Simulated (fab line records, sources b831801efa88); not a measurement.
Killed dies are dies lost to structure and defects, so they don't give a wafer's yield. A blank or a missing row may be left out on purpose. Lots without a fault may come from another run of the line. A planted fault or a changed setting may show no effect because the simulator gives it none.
Chamber matching | flow gf180mcu | GF_CONTACT_CMP_04 on cmp-02: 4 sister chambers
The step polishes SiO2. 4 wafers are shown with their chamber, then 8 later ones without.

WAFERS WITH THEIR CHAMBER
wafer  | chamber | motor_current_A (A)
L458.5 | 1       | 12.5
L461.1 | 3       | 13.8
L461.5 | 0       | 12.5
L463.1 | 2       | 10.2

WAFERS WITHOUT THEIR CHAMBER
wafer  | motor_current_A (A)
L463.3 | 14.2
L463.4 | 13.5
L466.1 | 13.8
L466.3 | 12.3
L466.6 | 13.9
L468.1 | 13.7
L468.4 | 12.6
L468.6 | 13.9

WHICH CHAMBER EACH WENT THROUGH
wafer  | from the rows above     | in truth
L463.3 | 3                       | 3
L463.4 | 3                       | 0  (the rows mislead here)
L466.1 | 3                       | 3
L466.3 | can't be placed: 0 or 1 | 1
L466.6 | 3                       | 3
L468.1 | 3                       | 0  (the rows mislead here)
L468.4 | can't be placed: 0 or 1 | 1
L468.6 | 3                       | 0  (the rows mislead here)
Placed correctly: 3 of 8. Can't be placed from these rows: 2 (the true chamber is among the candidates in 2). Placed wrongly: 3.
How it was worked out, from the rows above alone: a wafer's distance from a chamber is the root of the sum, over the readings, of the square of ((its reading less the chamber's mean) divided by the reading's scatter). The wafer belongs to the nearest chamber; if the next one is less than 2 further off, it can't be placed. A chamber's mean is the mean of its shown wafers. The scatter: with one shown wafer a chamber, the root of the mean of the squares of how far each hidden wafer lies from its nearest shown one.
